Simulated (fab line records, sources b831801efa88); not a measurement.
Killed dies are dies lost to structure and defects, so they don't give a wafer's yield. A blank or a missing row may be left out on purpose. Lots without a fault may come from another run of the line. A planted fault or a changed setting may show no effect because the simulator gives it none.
Chamber matching | flow sky130 | SKY_VIA3_CMP_24 on cmp-01: 4 sister chambers
The step polishes, stops on SiO2, t overpolish 20 s, target thk 0 nm. 8 wafers are shown with their chamber, then 9 later ones without.

WAFERS WITH THEIR CHAMBER
wafer  | chamber | motor_current_A (A) | time_to_endpoint_s (s)
L520.3 | 1       | 13.1                | 89
L522.6 | 0       | 10.1                | 86
L523.1 | 0       | 10.5                | 86
L523.5 | 2       | 10.9                | 98
L523.6 | 1       | 12.8                | 87
L524.1 | 2       | 10.2                | 97
L524.4 | 3       | 10.4                | 93
L524.6 | 3       | 10.2                | 87

WAFERS WITHOUT THEIR CHAMBER
wafer  | motor_current_A (A) | time_to_endpoint_s (s)
L534.1 | 10.3                | 95
L534.4 | 10.5                | 90
L534.6 | 10.4                | 98
L535.4 | 12.8                | 84
L535.5 | 10.3                | 88
L535.6 | 10.4                | 84
L536.4 | 9.6                 | 90
L536.5 | 10.6                | 102
L536.6 | 12.2                | 92

WHICH CHAMBER EACH WENT THROUGH
wafer  | from the rows above     | in truth
L534.1 | can't be placed: 2 or 3 | 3
L534.4 | can't be placed: 3 or 0 | 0
L534.6 | 2                       | 2
L535.4 | 1                       | 1
L535.5 | can't be placed: 0 or 3 | 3
L535.6 | can't be placed: 0 or 3 | 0
L536.4 | can't be placed: 3 or 0 | 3
L536.5 | 2                       | 2
L536.6 | 1                       | 1
Placed correctly: 4 of 9. Can't be placed from these rows: 5 (the true chamber is among the candidates in 5). Placed wrongly: 0.
How it was worked out, from the rows above alone: a wafer's distance from a chamber is the root of the sum, over the readings, of the square of ((its reading less the chamber's mean) divided by the reading's scatter). The wafer belongs to the nearest chamber; if the next one is less than 2 further off, it can't be placed. A chamber's mean is the mean of its shown wafers. The scatter: the root of (the sum of the squares of (reading less its chamber's mean) over the shown wafers, divided by (wafers less chambers)).
